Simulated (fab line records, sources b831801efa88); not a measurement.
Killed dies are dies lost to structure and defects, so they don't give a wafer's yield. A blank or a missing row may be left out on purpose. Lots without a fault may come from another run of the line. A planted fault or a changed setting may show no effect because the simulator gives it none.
Which tool did it? | flow gf180mcu | 14 lots, 42 wafers sampled, at 4 steps of a route of 602

WHAT THE GAUGES READ, wafer by wafer
GF_STI_CD_MEAS_12: target cd 220 nm. Usual: cd_nm 220.2 nm, standard deviation 1.3.
lot  | measured    | on        | cd_nm (nm)        | flag
L929 | day 2 01:44 | cd_sem-02 | 220.6 220.0 220.8 |
L932 | day 2 16:47 | cd_sem-02 | 220.5 221.3 221.4 |
L933 | day 2 22:11 | cd_sem-01 | 220.5 221.7 219.6 |
L935 | day 3 08:25 | cd_sem-01 | 217.8 218.2 218.3 |
L936 | day 3 13:07 | cd_sem-01 | 222.0 220.0 221.5 |
L938 | day 3 23:28 | cd_sem-02 | 218.8 219.0 219.4 |
L939 | day 4 04:25 | cd_sem-02 | 221.3 220.9 221.0 |
L942 | day 4 19:53 | cd_sem-01 | 221.2 221.7 221.5 |
L943 | day 5 02:06 | cd_sem-02 | 218.9 219.1 219.2 |
L946 | day 5 15:47 | cd_sem-01 | 221.7 220.2 221.6 |
L949 | day 6 08:01 | cd_sem-01 | 218.8 219.0 218.4 |
L950 | day 6 13:32 | cd_sem-02 | 221.7 222.0 222.6 |
L951 | day 6 18:43 | cd_sem-02 | 221.4 219.6 219.2 |
L952 | day 6 23:19 | cd_sem-01 | 221.4 221.6 222.6 |

GF_STI_THK_MEAS_24. Usual: STI_CVD_23_THK 657 nm, standard deviation 6.5.
lot  | measured    | on            | STI_CVD_23_THK (nm) | flag
L929 | day 2 03:47 | film_metro-02 | 659 658 663         |
L932 | day 2 18:47 | film_metro-03 | 651 656 663         |
L933 | day 3 00:11 | film_metro-03 | 651 658 671         |
L935 | day 3 10:24 | film_metro-02 | 668 667 663         |
L936 | day 3 15:07 | film_metro-03 | 656 656 661         |
L938 | day 4 01:51 | film_metro-02 | 651 667 654         |
L939 | day 4 06:24 | film_metro-03 | 651 657 654         |
L942 | day 4 21:52 | film_metro-04 | 660 652 662         |
L943 | day 5 04:04 | film_metro-03 | 654 651 647         |
L946 | day 5 17:56 | film_metro-02 | 650 654 669         |
L949 | day 6 10:01 | film_metro-03 | 658 653 662         |
L950 | day 6 15:31 | film_metro-04 | 649 652 648         |
L951 | day 6 20:43 | film_metro-03 | 651 657 651         |
L952 | day 7 02:03 | film_metro-04 | 650 654 653         |

GF_MVSD_OVL_MEAS_07. Usual: MVSD_OVL 0.1 nm, standard deviation 1.4.
lot  | measured    | on         | MVSD_OVL (nm)  | flag
L929 | day 4 10:58 | overlay-01 | 0.8 0.2 0.5    |
L932 | day 5 03:46 | overlay-02 | -1.4 0.0 -1.4  |
L933 | day 5 10:55 | overlay-01 | -1.1 0.1 0.6   |
L935 | day 5 19:44 | overlay-02 | -2.6 -2.6 -1.2 |
L936 | day 6 02:08 | overlay-02 | 2.5 2.5 1.4    |
L938 | day 6 14:49 | overlay-01 | 1.3 2.1 1.1    |
L939 | day 6 19:13 | overlay-02 | 1.6 1.8 0.0    |
L942 | day 7 13:07 | overlay-01 | 0.4 -0.1 -0.2  |
L943 | day 7 20:38 | overlay-01 | -2.8 -1.1 -1.8 |
L946 | day 8 11:34 | overlay-01 | -1.8 -1.2 -1.0 |
L949 | day 9 04:50 | overlay-01 | -0.4 0.7 -1.1  |
L950 | day 9 11:08 | overlay-01 | 0.7 -0.7 0.7   |
L951 | day 9 16:55 | overlay-02 | -0.6 1.4 0.2   |
L952 | day 9 22:55 | overlay-02 | 1.5 1.7 1.6    |

WHICH TOOL RAN EACH LOT (tool, then ch and the chambers of the sampled wafers, then the start)
lot  | GF_NWELL_IMPLANT_09
L929 | implanter-01 ch 0, day 3 07:34
L932 | implanter-03 ch 0, day 3 23:56
L933 | implanter-02 ch 0, day 4 06:22
L935 | implanter-03 ch 0, day 4 15:22
L936 | implanter-02 ch 0, day 4 21:30
L938 | implanter-02 ch 0, day 5 08:22
L939 | implanter-03 ch 0, day 5 13:19
L942 | implanter-01 ch 0, day 6 06:14
L943 | implanter-03 ch 0, day 6 12:51
L946 | implanter-02 ch 0, day 7 02:43
L949 | implanter-02 ch 0, day 7 20:02
L950 | implanter-01 ch 0, day 8 02:19
L951 | implanter-01 ch 0, day 8 06:54
L952 | implanter-02 ch 0, day 8 13:08
- GF_NWELL_IMPLANT_09

WHAT THE TOOLS THEMSELVES READ (means of the sampled wafers that have a number; where no wafer has one, the mark that the record gives instead)
GF_NWELL_IMPLANT_09. Usual: beam_energy_keV 160.01, standard deviation 0.046.
lot  | tool         | beam_energy_keV | flag
L929 | implanter-01 | 160.04          |
L932 | implanter-03 | 160.02          |
L933 | implanter-02 | 160.00          |
L935 | implanter-03 | 160.01          |
L936 | implanter-02 | 160.02          |
L938 | implanter-02 | 160.09          |
L939 | implanter-03 | 181.34          | OFF
L942 | implanter-01 | 160.00          |
L943 | implanter-03 | 181.36          | OFF
L946 | implanter-02 | 159.99          |
L949 | implanter-02 | 159.99          |
L950 | implanter-01 | 160.05          |
L951 | implanter-01 | 160.03          |
L952 | implanter-02 | 160.06          |

THE ANSWER, worked out from the rows above alone
Rule: a lot is off if the mean of its wafers that have a number lies more than 3 standard deviations from the usual mean. A lot without any number at a reading at which 4 lots or more have one is off too. The other lots that the step has rows for count as sound. The gauges are gone through in route order, then the tools' own readings, and for those a lot's mean is taken as printed above. The first step at which some lot is off is used, and at that step the reading that is off furthest; a lot without a number counts as furthest.
Off: L939, L943, at GF_NWELL_IMPLANT_09 (beam_energy_keV).
A tool fits if, at that step or a process step before it, it ran every lot that is off, and no sound lot after the first of them. One fits: implanter-03 at GF_NWELL_IMPLANT_09. Its last sound lot is L935 (day 4 15:22), its first lot that is off L939 (day 5 13:19): a fault that began between those two fits.
The tool's own readings at GF_NWELL_IMPLANT_09 bear it out: on the lots that are off they differ by more than 5 times the standard deviation of the sound lots' means. beam_energy_keV reads 181.35 there against 160.03 on the sound lots.

WHAT THE SIMULATOR HAD PUT IN
Process parameter drift: implanter-03, from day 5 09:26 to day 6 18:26, at GF_NWELL_IMPLANT_09. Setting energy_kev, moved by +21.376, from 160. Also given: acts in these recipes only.
Lots struck among those shown: L939, L943. The rule above found the same.
